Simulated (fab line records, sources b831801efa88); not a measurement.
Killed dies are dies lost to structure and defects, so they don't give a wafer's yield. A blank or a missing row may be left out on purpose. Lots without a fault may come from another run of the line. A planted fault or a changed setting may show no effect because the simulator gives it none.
A struck lot beside a sound one | flow gf180mcu | 19 steps out of a route of 602
Sound: wafers L955.3, L955.4, L955.5. Struck: wafers L961.3, L961.4, L961.5. The cause comes at the end.
At each step with rows: each side's tool, then ch and its chambers, then its first start. Under that, the readings that differ: sound wafers | struck wafers | difference of the means | sigmas: that difference in standard deviations of wafers without a fault.
alike: readings whose means differ by less than 2 such deviations, and words and numbers that are the same on both sides. not compared: withheld readings, readings that some wafer has no value for, bounds like >300 that may hide the same value, and numbers for which the record gives no deviation and whose values overlap.
The two part at a step that has a row with sigmas, a row that says differs or no value, or rows on one side only. Numbers that don't overlap but have no deviation are shown without sigmas and don't part them. A reading that every wafer of one side lacks parts them only if that side has two wafers or more.

first, 4 steps without rows for these wafers: GF_DNWELL_EXPOSE_04 (exposes mask DNWELL, target cd 1700 nm); GF_DNWELL_PEB_05; GF_DNWELL_DEVELOP_06 (develop time 60 s); GF_DNWELL_IMPLANT_07.
GF_DNWELL_STRIP_08: strips in O2/N2.
  sound on plasma_asher-03 ch 0,1, day 4 15:40; struck on plasma_asher-01 ch 0,1, day 5 22:13
  alike: drypump_motor_current_A, heater_power_w, oes_product_au, platen_temp_c, strip_time_to_endpoint_s
  not compared: rf_hours_counter_h
GF_DNWELL_TW_MEAS_09:
  sound on film_metro-04, day 4 15:45; struck on film_metro-04, day 5 22:18
  alike: DNWELL_TW
then, 6 steps without rows for these wafers: GF_NWELL_DEHYDRATE_00 (time 60 s); GF_NWELL_HMDS_01 (prime time 60 s); GF_NWELL_COAT_02 (resist thk 3000 nm); GF_NWELL_SOFTBAKE_03; GF_NWELL_EXPOSE_04 (exposes mask Nwell, target cd 860 nm); GF_NWELL_PEB_05.
GF_NWELL_DEVELOP_06: develop time 60 s.
  sound on litho_track-01 ch 0, day 5 05:00; struck on litho_track-01 ch 0, day 6 13:00
GF_NWELL_OVL_MEAS_07:
  sound on overlay-01, day 5 06:05; struck on overlay-01, day 6 13:56
  reading        | sound       | struck | difference                    | sigmas
  NWELL_OVL (nm) | 0.0 2.1 0.9 | - - -  | no value on the struck wafers |
then, 2 steps without rows for these wafers: GF_NWELL_IMPLANT_08; GF_NWELL_IMPLANT_09.
GF_NWELL_STRIP_10: strips in O2/N2.
  sound on plasma_asher-03 ch 0,1, day 5 06:26; struck on plasma_asher-03 ch 0,1, day 6 14:17
  alike: drypump_motor_current_A, heater_power_w, oes_product_au, platen_temp_c, strip_time_to_endpoint_s
  not compared: rf_hours_counter_h
GF_NWELL_TW_MEAS_11:
  sound on film_metro-03, day 5 06:32; struck on film_metro-01, day 6 14:37
  reading  | sound          | struck   | difference | sigmas
  NWELL_TW | 1557 1562 1570 | 30 30 30 | -1533      | -99 or more
  not compared: hold
GF_PASSIVATION_PROBE_99:
  the record has rows for the sound wafers here (prober-02, day 32 03:50) and none for the struck ones

WHERE THEY PART
First at GF_NWELL_OVL_MEAS_07; last, within this record, at GF_PASSIVATION_PROBE_99.

WHY: what the simulator had put in
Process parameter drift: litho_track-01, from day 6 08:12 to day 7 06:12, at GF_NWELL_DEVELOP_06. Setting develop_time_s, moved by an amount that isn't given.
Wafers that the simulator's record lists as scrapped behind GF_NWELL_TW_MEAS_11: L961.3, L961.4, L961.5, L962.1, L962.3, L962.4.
